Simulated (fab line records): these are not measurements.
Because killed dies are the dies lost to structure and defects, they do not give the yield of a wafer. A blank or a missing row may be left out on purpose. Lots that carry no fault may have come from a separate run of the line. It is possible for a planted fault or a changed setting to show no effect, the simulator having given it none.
What tool caused it? || flow sky130 || 7 lots with 21 wafers sampled at 2 steps, on a route of 708 steps

## WHAT THE GAUGES SHOWED, per wafer
SKY_RES_PROTECT_TW_MEAS_08.
{"lot": "L103", "measured": "day 15 15:27", "on": "film metro-01", "POLY_GATE_TW": "4040 4037 4024"}
{"lot": "L107", "measured": "day 18 07:09", "on": "film metro-02", "POLY_GATE_TW": "30 30 30"}
{"lot": "L113", "measured": "day 19 13:09", "on": "film metro-01", "POLY_GATE_TW": "30 30 30"}
{"lot": "L116", "measured": "day 21 17:34", "on": "film metro-01", "POLY_GATE_TW": "4005 4008 4011"}
{"lot": "L117", "measured": "day 22 05:48", "on": "film metro-04", "POLY_GATE_TW": "4025 4027 4037"}
{"lot": "L122", "measured": "day 23 11:32", "on": "film metro-01", "POLY_GATE_TW": "4033 4043 4040"}
{"lot": "L124", "measured": "day 23 22:43", "on": "film metro-01", "POLY_GATE_TW": "4047 4032 4021"}

## WHICH TOOL RAN EACH LOT (tool, then ch and the chambers of the sampled wafers, then the start)
{"lot": "L103", "SKY_RES_PROTECT_DEVELOP_06": "litho track-02 ch 0, day 15 15:03"}
{"lot": "L107", "SKY_RES_PROTECT_DEVELOP_06": "litho track-02 ch 0, day 18 06:45"}
{"lot": "L113", "SKY_RES_PROTECT_DEVELOP_06": "litho track-02 ch 0, day 19 12:45"}
{"lot": "L116", "SKY_RES_PROTECT_DEVELOP_06": "litho track-01 ch 0, day 21 17:11"}
{"lot": "L117", "SKY_RES_PROTECT_DEVELOP_06": "litho track-02 ch 0, day 22 05:24"}
{"lot": "L122", "SKY_RES_PROTECT_DEVELOP_06": "litho track-04 ch 0, day 23 11:10"}
{"lot": "L124", "SKY_RES_PROTECT_DEVELOP_06": "litho track-04 ch 0, day 23 22:19"}
- SKY_RES_PROTECT_DEVELOP_06: develop time 60 s.

## THE ANSWER, worked out from the rows above alone
Rule: what is usual is taken from the lots themselves. The widest of any qualifying gaps counts: lots, ordered by their means at a reading, are off when they make up no more than a third of the lots, leave a main group of 4 or more, and stand apart from it by 3 or more times the standard deviation of that group's means. A main group is skipped when, at the precision printed for the reading in the tables above, its means are all equal. A lot without any number at a reading at which 4 lots or more have one is off too. All remaining lots with rows at the step are treated as sound.
Off: at SKY_RES_PROTECT_TW_MEAS_08 (POLY_GATE_TW), L107, L113. Main group: mean 4029, sd 11.
If a tool, at a process step before that reading, ran all the lots that are off and no sound lot after the first of them, it fits. Those tools and the gauges at SKY_RES_PROTECT_TW_MEAS_08 are tried in the same way. None of those tried fits.

## WHAT WAS PUT IN BY THE SIMULATOR
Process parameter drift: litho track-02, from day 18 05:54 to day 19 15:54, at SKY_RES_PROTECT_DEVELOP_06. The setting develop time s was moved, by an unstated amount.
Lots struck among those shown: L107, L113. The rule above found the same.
